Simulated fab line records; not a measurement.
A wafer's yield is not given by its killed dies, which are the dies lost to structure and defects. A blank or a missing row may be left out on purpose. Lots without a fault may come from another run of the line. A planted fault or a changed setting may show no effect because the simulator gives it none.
What tool caused it? -- flow gf180mcu -- 13 lots, 39 wafers sampled, at 5 steps of a route of 602

== WHAT THE GAUGES READ, wafer by wafer ==
GF_POLY_GATE_CD_MEAS_18. Usual: cd_nm at 280.0 nm, with a standard deviation of 1.5.
lot,measured,on,cd_nm (nm),flag
L519,day 9 12:37,cd_sem-01,282.2 280.5 281.8,
L524,day 10 18:41,cd_sem-02,277.9 280.5 281.2,
L525,day 11 04:54,cd_sem-01,279.9 278.2 278.3,
L526,day 11 04:51,cd_sem-02,277.9 277.1 278.6,
L527,day 11 12:54,cd_sem-02,279.5 281.4 285.4,
L528,day 12 03:53,cd_sem-02,280.1 280.9 281.8,
L529,day 12 10:22,cd_sem-01,280.8 284.9 281.0,
L536,day 14 10:47,cd_sem-01,281.2 282.1 280.8,
L537,day 14 17:34,cd_sem-01,277.9 279.3 280.0,
L538,day 14 22:51,cd_sem-01,281.8 280.4 281.6,
L539,day 15 10:37,cd_sem-01,281.3 282.6 280.1,
L541,day 15 23:13,cd_sem-02,281.9 283.4 281.5,
L542,day 16 01:23,cd_sem-02,279.7 279.4 280.0,

GF_PSD_TW_MEAS_11. Usual: PSD_TW 3172, standard deviation 29.
lot,measured,on,PSD_TW,flag
L519,day 14 10:09,film_metro-01,3194 3225 3222,
L524,day 15 23:33,film_metro-01,3222 3213 3200,
L525,day 16 10:22,film_metro-04,3169 3144 3150,
L526,day 16 12:26,film_metro-03,3144 3155 3151,
L527,day 16 21:30,film_metro-03,3140 3147 3137,
L528,day 17 15:02,film_metro-04,3163 3173 3162,
L529,day 17 22:52,film_metro-03,3189 3157 3170,
L536,day 20 07:53,film_metro-04,3140 3154 3150,
L537,day 20 17:44,film_metro-03,3185 3171 3175,
L538,day 20 19:53,film_metro-04,3147 3161 3153,
L539,day 21 09:53,film_metro-03,3140 3161 3151,
L541,day 21 23:16,film_metro-01,3211 3204 3196,
L542,day 22 10:37,film_metro-03,3149 3168 3157,

GF_SALICIDE_THK_MEAS_05: measures by xrf. Usual: SALICIDE_TIN_THK 20.18 nm, standard deviation 0.23.
lot,measured,on,SALICIDE_TIN_THK (nm),flag
L519,day 15 07:59,film_metro-02,20.39 20.40 20.44,
L524,day 16 22:17,film_metro-01,20.21 20.00 19.92,
L525,day 17 09:52,film_metro-01,19.97 19.81 19.71,
L526,day 17 12:18,film_metro-01,20.04 19.95 19.80,
L527,day 17 21:47,film_metro-04,19.94 19.78 19.94,
L528,day 18 15:29,film_metro-04,20.12 20.34 20.13,
L529,day 18 23:28,film_metro-02,20.50 20.32 20.41,
L536,day 21 08:23,film_metro-04,20.14 20.08 20.05,
L537,day 21 18:14,film_metro-04,20.31 20.28 20.31,
L538,day 21 20:49,film_metro-04,19.98 19.86 20.13,
L539,day 22 10:58,film_metro-02,20.71 20.46 20.52,
L541,day 22 23:04,film_metro-02,20.45 20.41 20.56,
L542,day 23 10:19,film_metro-02,20.10 19.93 19.87,

GF_V1_RS_MEAS_24: measures by four-point-probe. Usual: V1_W_RS 0.329 ohm/sq, standard deviation 0.0032.
lot,measured,on,V1_W_RS (ohm/sq),flag
L519,day 18 08:33,film_metro-02,0.327 0.329 0.327,
L524,day 20 03:56,film_metro-03,0.325 0.328 0.328,
L525,day 20 14:02,film_metro-03,0.335 0.332 0.333,
L526,day 20 16:40,film_metro-04,0.327 0.324 0.329,
L527,day 21 03:29,film_metro-04,0.328 0.327 0.326,
L528,day 21 21:00,film_metro-03,0.329 0.324 0.331,
L529,day 22 04:36,film_metro-02,0.328 0.326 0.329,
L536,day 24 09:15,film_metro-04,0.326 0.325 0.327,
L537,day 24 18:26,film_metro-03,0.329 0.324 0.328,
L538,day 24 20:38,film_metro-03,0.327 0.329 0.326,
L539,day 25 11:16,film_metro-04,0.325 0.325 0.328,
L541,day 25 21:08,film_metro-02,0.333 0.331 0.329,
L542,day 26 08:52,film_metro-03,0.339 0.334 0.334,

== WHICH TOOL RAN EACH LOT (tool, then ch and the chambers of the sampled wafers, then the start) ==
lot,GF_POLY_GATE_ETCH_12
L519,"rie_diel-01 ch 1,2, day 9 10:58"
L524,"rie_diel-01 ch 1,2,3, day 10 17:07"
L525,"rie_diel-01 ch 0,1,2, day 11 03:01"
L526,"rie_diel-03 ch 0,1,3, day 11 03:14"
L527,"rie_diel-01 ch 0,2,3, day 11 11:16"
L528,"rie_diel-02 ch 0,2,3, day 12 01:28"
L529,"rie_diel-01 ch 0,1,3, day 12 06:31"
L536,"rie_diel-02 ch 0,1,2, day 14 08:38"
L537,"rie_diel-03 ch 1,2, day 14 14:43"
L538,"rie_diel-01 ch 0,1,2, day 14 21:17"
L539,"rie_diel-03 ch 0,3, day 15 06:46"
L541,"rie_diel-03 ch 0,2,3, day 15 19:29"
L542,"rie_diel-02 ch 1,2,3, day 15 23:26"
- GF_POLY_GATE_ETCH_12: etches BARC in N2/H2.

== WHAT THE TOOLS THEMSELVES READ (means of the sampled wafers that have a number; where no wafer has one, the mark that the record gives instead) ==
GF_POLY_GATE_ETCH_12. Usual: drypump_motor_current_A 5.9 A, standard deviation 0.52; oes_product_au 0.735 a.u., standard deviation 0.0049; rf_fwd_power_W 496.4 W, standard deviation 2; throttle_valve_pct 13.214 %, standard deviation 0.0087.
lot,tool,drypump_motor_current_A (A),oes_product_au (a.u.),rf_fwd_power_W (W),throttle_valve_pct (%),flag
L519,rie_diel-01,5.6,0.734,495.6,13.215,
L524,rie_diel-01,5.6,0.734,495.4,13.215,
L525,rie_diel-01,5.5,0.735,495.2,13.215,
L526,rie_diel-03,6.2,0.733,496.7,13.211,
L527,rie_diel-01,5.5,0.735,429.0,13.227,OFF
L528,rie_diel-02,6.1,0.731,497.1,13.222,
L529,rie_diel-01,5.9,0.735,426.1,13.205,OFF
L536,rie_diel-02,6.0,0.737,497.2,13.208,
L537,rie_diel-03,5.6,0.733,496.3,13.223,
L538,rie_diel-01,5.5,0.733,496.5,13.205,
L539,rie_diel-03,6.4,0.738,497.3,13.215,
L541,rie_diel-03,6.0,0.734,496.5,13.222,
L542,rie_diel-02,6.0,0.732,496.7,13.208,

== THE ANSWER, worked out from the rows above alone ==
Rule: a lot counts as off when the mean over its wafers that have a number is more than 3 standard deviations away from the usual mean. A lot without any number at a reading at which 4 lots or more have one is off too. All remaining lots with rows at the step are treated as sound. After the gauges, taken in route order, come the tools' own readings; for these a lot's mean is taken, as printed above. At the first step where some lot is off, the reading lying furthest off is the one used; lots without a number count as furthest.
Off at GF_POLY_GATE_ETCH_12 (rf_fwd_power_W): L527, L529.
If a tool, at that step or one of the process steps before it, ran each lot that is off and ran no sound lot following the first of them, it fits. None of those tried fits.

== WHAT THE SIMULATOR PUT IN ==
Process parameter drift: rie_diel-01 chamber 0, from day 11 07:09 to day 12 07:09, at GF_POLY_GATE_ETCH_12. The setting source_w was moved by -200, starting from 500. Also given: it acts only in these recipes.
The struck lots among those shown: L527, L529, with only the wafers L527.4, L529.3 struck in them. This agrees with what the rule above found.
